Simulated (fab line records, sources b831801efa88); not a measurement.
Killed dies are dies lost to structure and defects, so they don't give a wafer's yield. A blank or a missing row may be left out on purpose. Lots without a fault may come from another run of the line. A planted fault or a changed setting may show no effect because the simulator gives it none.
A struck lot beside a sound one | flow sfq_line | 18 steps out of a route of 325
Sound: wafers L981.4, L981.5, L981.6. Struck: wafer L972.5. (L972.1 of the same lot was not struck and is left out.) The cause comes at the end.
At each step with rows: each side's tool, then ch and its chambers, then its first start. Under that, the readings that differ: sound wafers | struck wafers | difference of the means | sigmas: that difference in standard deviations of wafers without a fault.
alike: readings whose means differ by less than 2 such deviations, and words and numbers that are the same on both sides. not compared: withheld readings, readings that some wafer has no value for, bounds like >300 that may hide the same value, and numbers for which the record gives no deviation and whose values overlap.
The two part at a step that has a row with sigmas, a row that says differs or no value, or rows on one side only. Numbers that don't overlap but have no deviation are shown without sigmas and don't part them. A reading that every wafer of one side lacks parts them only if that side has two wafers or more.

SFQ_TRILAYER_M4_BARC_OPEN_METAL_ETCH_123: etches BARC in O2, target depth 125 nm, time 41.7 s.
  sound on rie_metal-02 ch 0,1, day 51 10:29; struck on rie_metal-02 ch 0, day 45 12:35
  alike: drypump_motor_current_A, oes_product_au
  not compared: rf_hours_counter_h
SFQ_TRILAYER_M4_ETCH_METAL_ETCH_096: etches Nb in Cl2/Ar, stops on SiO2, target depth 240 nm, time 120 s.
  sound on rie_metal-02 ch 0,1, day 51 10:35; struck on rie_metal-02 ch 0, day 45 12:39
  alike: drypump_motor_current_A, oes_product_au
  not compared: rf_hours_counter_h
SFQ_TRILAYER_M4_STRIP_STRIP_097: strips in O2.
  sound on rie_metal-02 ch 0,1, day 51 10:52; struck on rie_metal-02 ch 0, day 45 12:47
  reading           | sound             | struck | difference | sigmas
  platen_temp_c (C) | 39.93 39.83 40.02 | 40.22  | +0.29      | +2
  alike: drypump_motor_current_A, oes_product_au
  not compared: rf_hours_counter_h
then, 1 step without rows for these wafers: SFQ_TRILAYER_M4_STRIP_SOLV_CLEAN_098 (cleans in NMP, time 600 s).
SFQ_TRILAYER_I4_DEP_PECVD_099: deposits SiO2 from SiH4/N2O, time 111.11 s, target thk 500 nm.
  sound on pecvd-01 ch 0,1,2, day 51 11:28; struck on pecvd-03 ch 1, day 45 13:44
  alike: heater_power_w, throttle_valve_pct
then, 1 step without rows for these wafers: SFQ_TRILAYER_I4_CMP_CMP_100 (polishes SiO2).
SFQ_I4_BOW_MEAS_927:
  sound on film_metro-01, day 51 18:07; struck on film_metro-04, day 45 16:48
  alike: I4_BOW
SFQ_TRILAYER_I4_METRO_MEASURE_101:
  sound on film_metro-01, day 51 18:47; struck on film_metro-04, day 45 16:55
  alike: thk_nm
then, 4 steps without rows for these wafers: SFQ_TRILAYER_I4_VIA_LITHO_COAT_108 (resist thk 62 nm); SFQ_TRILAYER_I4_VIA_LITHO_COAT_103 (resist thk 650 nm); SFQ_TRILAYER_I4_VIA_LITHO_SOFTBAKE_107; SFQ_TRILAYER_I4_VIA_LITHO_EXPOSE_104 (exposes mask I4, target cd 700 nm).
-- the record jumps here: 5 days lie between the struck wafers' starts before and after --
SFQ_TRILAYER_I4_VIA_LITHO_PEB_106: peb time 60 s.
  sound on litho_track-03 ch 0, day 51 21:24; struck on litho_track-01 ch 0, day 50 10:53
  reading                  | sound             | struck | difference | sigmas
  heater_power_total_W (W) | 79.22 79.16 79.12 | 88.56  | +9.39      | +99 or more
then, 1 step without rows for these wafers: SFQ_TRILAYER_I4_VIA_LITHO_DEVELOP_105 (time 60 s).
SFQ_I4_OVL_MEAS_928:
  sound on overlay-01, day 51 21:38; struck on overlay-01, day 50 11:11
  alike: I4_OVL
SFQ_TRILAYER_I4_VIA_BARC_OPEN_VIA_ETCH_146: etches BARC in O2, target depth 125 nm, time 41.7 s.
  sound on rie_diel-04 ch 1,2,3, day 51 21:40; struck on rie_diel-03 ch 3, day 50 11:13
  reading             | sound             | struck | difference | sigmas
  model.I4.cd_nm (nm) | 701.2 703.2 702.3 | 645.3  | -56.9      |
  alike: drypump_motor_current_A, oes_product_au
  not compared: rf_hours_counter_h
SFQ_TRILAYER_I4_VIA_ETCH_VIA_ETCH_106: etches SiO2 in CHF3, stops on Nb, target depth 260 nm.
  sound on rie_diel-04 ch 1,2,3, day 51 21:42; struck on rie_diel-03 ch 3, day 50 11:16
  reading             | sound           | struck | difference | sigmas
  model.I4.cd_nm (nm) | 705.4 704 706.3 | 643.9  | -61.3      |
  alike: drypump_motor_current_A, oes_product_au
then, 1 step without rows for these wafers: SFQ_TRILAYER_I4_VIA_STRIP_STRIP_107 (strips in O2).

WHERE THEY PART
First at SFQ_TRILAYER_M4_STRIP_STRIP_097; last, within this record, at SFQ_TRILAYER_I4_VIA_LITHO_PEB_106. Later steps at which nothing parts them and some readings are alike: SFQ_I4_OVL_MEAS_928, SFQ_TRILAYER_I4_VIA_BARC_OPEN_VIA_ETCH_146, SFQ_TRILAYER_I4_VIA_ETCH_VIA_ETCH_106.

WHY: what the simulator had put in
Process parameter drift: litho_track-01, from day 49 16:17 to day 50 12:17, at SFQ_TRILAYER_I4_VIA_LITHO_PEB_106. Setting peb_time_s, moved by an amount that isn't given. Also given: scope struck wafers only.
